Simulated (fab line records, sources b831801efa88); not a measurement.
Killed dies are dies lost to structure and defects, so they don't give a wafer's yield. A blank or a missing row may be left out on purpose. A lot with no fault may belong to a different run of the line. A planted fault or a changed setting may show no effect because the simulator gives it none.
A struck lot beside a sound one -- flow sky130 -- 15 out of 708 route steps
Sound: wafers L491.1, L491.4, L491.6. Struck: wafer L494.1. (L494.2, L494.5 of the same lot were not struck and are left out.) The cause comes at the end.
Order at every step that has rows: each side's tool, ch and its chambers, its first start. Under that, the readings that differ: sound wafers -- struck wafers -- difference of the means -- sigmas: that difference in standard deviations of wafers without a fault.
alike: same words and numbers on both sides, and readings whose means sit less than 2 such deviations apart. not compared: any withheld reading, any reading some wafer has no value for, any bound like >300 that may hide the same value, and any number with overlapping values for which the record gives no deviation.
Wherever a step has rows on one side only, a row that says differs or no value, or a row with sigmas, the two part there. Non-overlapping numbers with no deviation appear without sigmas and do not part them. A reading that every wafer of one side lacks parts them only if that side has two wafers or more.

SKY_METAL2_THK_MEAS_06: measures by xrf.
  struck on film-metro-03, day 36 15:40; sound on film-metro-04, day 36 01:35
reading,sound,struck,difference,sigmas
METAL2_ALCU_THK (nm),249 254 249,261,+10,+3
then, 8 steps without rows for these wafers: SKY_METAL2_DEHYDRATE_07 (time 60 s); SKY_METAL2_HMDS_08 (prime time 60 s); SKY_METAL2_COAT_09 (resist thk 60 nm); SKY_METAL2_COAT_10 (resist thk 450 nm); SKY_METAL2_SOFTBAKE_11 (time 90 s); SKY_METAL2_EXPOSE_12 (exposes mask MM2, target cd 140 nm); SKY_METAL2_PEB_13; SKY_METAL2_DEVELOP_14 (develop time 60 s).
SKY_METAL2_CD_MEAS_15: the cd target is 140 nm.
  struck on cd-sem-02, day 37 18:16; sound on cd-sem-01, day 37 03:01
  alike: cd-nm
SKY_METAL2_OVL_MEAS_16:
  struck on overlay-02, day 37 18:23; sound on overlay-02, day 37 03:08
  alike: METAL2_OVL
SKY_METAL2_DESCUM_17: chemistry O2, time 8 s.
  sound on rie-metal-03 ch 0,1, day 37 03:10; struck on rie-metal-01 ch 1, day 37 18:25
  alike: drypump-motor-current-A, oes-product-au
  not compared: rf-hours-counter-h
SKY_METAL2_ETCH_18: etches BARC in N2/H2, stops on SiO2, time 45.9 s, target depth 60 nm.
  sound on rie-metal-03 ch 0,1, day 37 03:12; struck on rie-metal-01 ch 1, day 37 18:27
reading,sound,struck,difference,sigmas
bias-w (W),99.8 99.9 99.9,80.1,-19.8,-62
model.KrF-thick_of_METAL2_COAT_10.thk-nm (nm),394.5 390.8 390.3,395.9,+4.0,
  alike: drypump-motor-current-A, oes-product-au, throttle-valve-pct
  not compared: rf-hours-counter-h
SKY_METAL2_METAL_ETCH_19: etches the open film in Cl2/BCl3, stops on SiO2, target depth 360 nm, time 78 s.
  sound on rie-metal-03 ch 0,1, day 37 03:16; struck on rie-metal-01 ch 1, day 37 18:31
  alike: bias-w, drypump-motor-current-A, oes-product-au, throttle-valve-pct
  not compared: rf-hours-counter-h
after that, 1 step had no rows for these wafers: SKY_PAD_OPEN_PROBE_99.

## WHERE THEY PART
Last at SKY_METAL2_ETCH_18 as far as this record goes, first at SKY_METAL2_THK_MEAS_06. Later steps at which nothing parts them and some readings are alike: SKY_METAL2_METAL_ETCH_19.

WHY: what the simulator had put in
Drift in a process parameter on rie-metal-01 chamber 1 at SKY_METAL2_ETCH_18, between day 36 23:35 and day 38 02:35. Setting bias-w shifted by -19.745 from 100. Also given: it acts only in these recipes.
